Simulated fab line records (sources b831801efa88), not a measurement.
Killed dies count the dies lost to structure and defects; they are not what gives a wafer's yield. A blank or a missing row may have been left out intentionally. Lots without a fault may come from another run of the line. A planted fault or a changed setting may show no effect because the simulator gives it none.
One fault seen from 2 desks :: flow gf180mcu :: each desk holds nothing but its own numbers, with what lay behind them at the end

## METROLOGY DESK
Lot by lot, what the gauges showed, no matter which tool ran the lot: averages of those sampled wafers that carry a number. If a lot's mean is further than 4 standard deviations from the usual mean, the lot is out of limits and carries the mark OUT (the distance appears in the brackets).
Columns: A = M1_ALCU_THK at GF_M1_THK_MEAS_06, usual 441 nm; B = cd_nm at GF_M1_CD_MEAS_14, usual 230.4 nm; C = V1_BOW at GF_V1_BOW_MEAS_05, usual 81 um
lot: L727
first seen here: day 16 11:04
A: 435
B: 230.1
C: 77

lot: L728
first seen here: day 17 05:23
A: 446
B: 229.7
C: 88

lot: L729
first seen here: day 17 12:31
A: 444
B: 230.7
C: 83

lot: L730
first seen here: day 18 17:03
A: 444
B: 232.3
C: 76

lot: L737
first seen here: day 20 11:12
A: 441
B: 229.3
C: 93

lot: L738
first seen here: day 21 07:08
A: 443
B: 228.6
C: 81

lot: L740
first seen here: day 22 05:11
A: 451
B: 229.4
C: 74

lot: L742
first seen here: day 22 17:44
A: 448
B: 231.5
C: 82

lot: L743
first seen here: day 22 23:42
A: 447
B: 231.8
C: 73

lot: L744
first seen here: day 23 08:41
A: 439
B: 230.0
C: 89

lot: L745
first seen here: day 23 10:30
A: 439
B: 229.4
C: 93

lot: L747
first seen here: day 24 03:59
A: 440
B: 230.7
C: 86

lot: L748
first seen here: day 24 11:39
A: 443
B: 229.8
C: 82
Finding of this desk: none of the 13 lots has anything out of limits.

## THE TOOL OWNER'S DESK: cmp-01
The tool's own readings at GF_V1_CMP_04 (polishes SiO2): means of the sampled wafers that have a number, for each lot that ran on this tool. If a lot's mean is further than 4 standard deviations from the usual mean, the lot is out of limits and carries the mark OUT (the distance appears in the brackets).
Columns: A = edge_zone_pressure_frac at GF_V1_CMP_04, usual 1.000; B = head_pressure_psi at GF_V1_CMP_04, usual 4.000 psi; C = motor_current_A at GF_V1_CMP_04, usual 11.6 A; D = slurry_flow_ml_min at GF_V1_CMP_04, usual 149.9; E = time_to_endpoint_s at GF_V1_CMP_04, usual 80 s
lot: L727
first seen here: day 17 11:05
A: 1.001
B: 4.003
C: 12.2
D: 149.6
E: 74

lot: L729
first seen here: day 18 12:20
A: 1.002
B: 3.996
C: 12.2
D: 150.3
E: 71

lot: L730
first seen here: day 19 17:41
A: 1.000
B: 4.000
C: 12.7
D: 149.8
E: 83

lot: L745
first seen here: day 24 10:40
A: 0.998
B: 4.000
C: 11.9
D: 150.1
E: 80

lot: L748
first seen here: day 25 13:10
A: 0.994
B: 3.996
C: 12.5
D: 149.8
E: 82
Finding of this desk: none of the 5 lots has anything out of limits.

## ALL TOGETHER
Metrology desk: nothing out of limits seen.
The desk of the tool owner found nothing out of limits.

## WHAT THE SIMULATOR HAD PUT IN
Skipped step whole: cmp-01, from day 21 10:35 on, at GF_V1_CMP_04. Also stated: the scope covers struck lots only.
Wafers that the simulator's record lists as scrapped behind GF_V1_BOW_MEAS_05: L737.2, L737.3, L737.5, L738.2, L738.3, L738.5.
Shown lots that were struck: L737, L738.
